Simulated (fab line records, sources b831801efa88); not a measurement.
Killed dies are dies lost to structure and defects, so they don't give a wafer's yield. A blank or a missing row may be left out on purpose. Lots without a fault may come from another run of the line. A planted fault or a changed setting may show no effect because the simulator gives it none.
Which tool did it? | flow sky130 | 13 lots, 39 wafers sampled, at 4 steps of a route of 708

WHAT THE GAUGES READ, wafer by wafer
SKY_SONOS_ONO_OVL_MEAS_14. Usual: SONOS_ONO_OVL 0.2 nm, standard deviation 1.3.
lot  | measured     | on         | SONOS_ONO_OVL (nm) | flag
L568 | day 12 14:13 | overlay-01 | 1.8 -2.0 0.0       |
L569 | day 12 23:27 | overlay-01 | 0.2 0.8 -0.7       |
L570 | day 13 02:09 | overlay-02 | -0.8 1.2 0.4       |
L573 | day 14 06:40 | overlay-02 | -1.0 -2.5 -1.6     |
L574 | day 14 13:31 | overlay-01 | 1.9 -0.2 0.4       |
L576 | day 15 14:06 | overlay-01 | 1.1 0.5 -0.9       |
L577 | day 15 19:37 | overlay-02 | 0.8 -2.1 -1.1      |
L578 | day 16 00:06 | overlay-01 | 0.6 1.2 2.3        |
L579 | day 16 04:52 | overlay-02 | 0.9 0.9 1.5        |
L583 | day 18 02:58 | overlay-01 | 1.5 0.2 0.4        |
L584 | day 18 04:39 | overlay-01 | 0.9 2.1 -0.5       |
L586 | day 18 14:43 | overlay-01 | -0.2 -2.0 -1.2     |
L591 | day 20 13:07 | overlay-02 | 1.9 -1.5 0.2       |

SKY_POLY_GATE_OVL_MEAS_14. Usual: POLY_GATE_OVL -1 nm, standard deviation 5.4.
lot  | measured     | on         | POLY_GATE_OVL (nm) | flag
L568 | day 16 06:02 | overlay-01 | -6 0 -2            |
L569 | day 16 15:30 | overlay-02 | -4 0 3             |
L570 | day 16 19:39 | overlay-02 | -1 0 2             |
L573 | day 18 05:52 | overlay-02 | 0 7 -8             |
L574 | day 18 08:53 | overlay-02 | -2 -1 5            |
L576 | day 19 18:30 | overlay-01 | -1 -2 -5           |
L577 | day 19 23:47 | overlay-02 | -1 0 -3            |
L578 | day 20 05:10 | overlay-02 | 14 5 4             |
L579 | day 20 09:08 | overlay-01 | 0 0 0              |
L583 | day 22 05:05 | overlay-02 | -4 0 -2            |
L584 | day 22 08:32 | overlay-02 | -8 -4 -15          |
L586 | day 22 20:08 | overlay-02 | -7 -14 -10         |
L591 | day 24 14:22 | overlay-02 | 6 0 9              |

WHICH TOOL RAN EACH LOT (tool, then ch and the chambers of the sampled wafers, then the start)
lot  | SKY_FIELD_ISO_ETCH_14             | SKY_VT_ADJUST_NCORE_STRIP_10
L568 | rie_diel-01 ch 1,2, day 2 05:59   | plasma_asher-04 ch 0,1, day 8 13:12
L569 | rie_diel-02 ch 0,1, day 2 12:00   | plasma_asher-01 ch 0,1, day 8 21:59
L570 | rie_diel-03 ch 1,2,3, day 2 15:14 | plasma_asher-04 ch 0,1, day 9 00:33
L573 | rie_diel-01 ch 0,3, day 3 07:23   | plasma_asher-01 ch 0,1, day 10 01:00
L574 | rie_diel-03 ch 1,2, day 3 11:40   | plasma_asher-01 ch 0,1, day 10 05:57
L576 | rie_diel-01 ch 0,1,3, day 3 21:58 | plasma_asher-04 ch 1, day 11 01:06
L577 | rie_diel-03 ch 1,2, day 4 03:42   | plasma_asher-03 ch 0, day 11 08:06
L578 | rie_diel-02 ch 1,2,3, day 4 07:59 | plasma_asher-04 ch 0,1, day 11 09:20
L579 | rie_diel-03 ch 0,2, day 4 12:30   | plasma_asher-04 ch 0,1, day 11 16:06
L583 | rie_diel-03 ch 1,2,3, day 5 12:04 | plasma_asher-03 ch 0,1, day 13 01:42
L584 | rie_diel-03 ch 2,3, day 5 15:33   | plasma_asher-01 ch 0,1, day 13 07:24
L586 | rie_diel-03 ch 0,2,3, day 6 01:45 | plasma_asher-01 ch 0,1, day 13 17:05
L591 | rie_diel-02 ch 0,2,3, day 7 06:44 | plasma_asher-01 ch 0,1, day 15 10:35
- SKY_FIELD_ISO_ETCH_14: etches BARC in N2/H2, stops on SiO2, time 45.9 s, target depth 60 nm.
- SKY_VT_ADJUST_NCORE_STRIP_10: strips in O2/N2.

WHAT THE TOOLS THEMSELVES READ (means of the sampled wafers that have a number; where no wafer has one, the mark that the record gives instead)
SKY_FIELD_ISO_ETCH_14. Usual: drypump_motor_current_A 5.8 A, standard deviation 0.53; oes_product_au 0.855 a.u., standard deviation 0.0051; rf_fwd_power_W 494.9 W, standard deviation 2.2; throttle_valve_pct 13.225 %, standard deviation 0.0089.
lot  | tool        | drypump_motor_current_A (A) | oes_product_au (a.u.) | rf_fwd_power_W (W) | throttle_valve_pct (%) | flag
L568 | rie_diel-01 | 5.7                         | 0.852                 | 494.8              | 13.224                 |
L569 | rie_diel-02 | 5.4                         | 0.856                 | 492.4              | 13.223                 |
L570 | rie_diel-03 | 6.3                         | 0.860                 | 495.5              | 13.230                 |
L573 | rie_diel-01 | 5.2                         | 0.861                 | 495.1              | 13.230                 |
L574 | rie_diel-03 | 6.4                         | 0.851                 | 497.2              | 13.233                 |
L576 | rie_diel-01 | 5.7                         | 0.853                 | 495.1              | 13.227                 |
L577 | rie_diel-03 | 6.4                         | 0.852                 | 496.8              | 13.223                 |
L578 | rie_diel-02 | 5.8                         | 0.852                 | 494.1              | 13.221                 |
L579 | rie_diel-03 | 5.7                         | 0.857                 | 496.1              | 13.235                 |
L583 | rie_diel-03 | 6.4                         | 0.854                 | 469.5              | 13.224                 | OFF
L584 | rie_diel-03 | 6.4                         | 0.852                 | 469.3              | 13.227                 | OFF
L586 | rie_diel-03 | 6.0                         | 0.852                 | 467.9              | 13.220                 | OFF
L591 | rie_diel-02 | 5.5                         | 0.860                 | 495.1              | 13.230                 |

SKY_VT_ADJUST_NCORE_STRIP_10. Usual: drypump_motor_current_A 5.7 A, standard deviation 0.39; oes_product_au 0.716 a.u., standard deviation 0.0041; strip_time_to_endpoint_s 14.17 s, standard deviation 0.047.
lot  | tool            | drypump_motor_current_A (A) | oes_product_au (a.u.) | strip_time_to_endpoint_s (s) | flag
L568 | plasma_asher-04 | 6.0                         | 0.715                 | 14.21                        |
L569 | plasma_asher-01 | 5.4                         | 0.712                 | 14.10                        |
L570 | plasma_asher-04 | 6.0                         | 0.715                 | 14.21                        |
L573 | plasma_asher-01 | 5.3                         | 0.717                 | 14.12                        |
L574 | plasma_asher-01 | 5.6                         | 0.713                 | 14.18                        |
L576 | plasma_asher-04 | 5.9                         | 0.716                 | 14.20                        |
L577 | plasma_asher-03 | 5.6                         | 0.714                 | 14.15                        |
L578 | plasma_asher-04 | 6.0                         | 0.715                 | 14.12                        |
L579 | plasma_asher-04 | 6.0                         | 0.714                 | 14.15                        |
L583 | plasma_asher-03 | 5.9                         | 0.717                 | 14.19                        |
L584 | plasma_asher-01 | 5.6                         | 0.714                 | 14.27                        |
L586 | plasma_asher-01 | 5.6                         | 0.716                 | 14.11                        |
L591 | plasma_asher-01 | 5.4                         | 0.717                 | 14.19                        |

THE ANSWER, worked out from the rows above alone
Rule: a lot is off if the mean of its wafers that have a number lies more than 3 standard deviations from the usual mean. A lot without any number at a reading at which 4 lots or more have one is off too. The other lots that the step has rows for count as sound. The gauges are gone through in route order, then the tools' own readings, and for those a lot's mean is taken as printed above. The first step at which some lot is off is used, and at that step the reading that is off furthest; a lot without a number counts as furthest.
Off: L583, L584, L586, at SKY_FIELD_ISO_ETCH_14 (rf_fwd_power_W).
A tool fits if, at that step or a process step before it, it ran every lot that is off, and no sound lot after the first of them. One fits: rie_diel-03 at SKY_FIELD_ISO_ETCH_14. Its last sound lot is L579 (day 4 12:30), its first lot that is off L583 (day 5 12:04): a fault that began between those two fits.
The tool's own readings at SKY_FIELD_ISO_ETCH_14 bear it out: on the lots that are off they differ by more than 5 times the standard deviation of the sound lots' means. rf_fwd_power_W reads 468.9 W there against 495.2 W on the sound lots.

WHAT THE SIMULATOR HAD PUT IN
Process parameter drift: rie_diel-03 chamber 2, from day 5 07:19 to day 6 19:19, at SKY_FIELD_ISO_ETCH_14. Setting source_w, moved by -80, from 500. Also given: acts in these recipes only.
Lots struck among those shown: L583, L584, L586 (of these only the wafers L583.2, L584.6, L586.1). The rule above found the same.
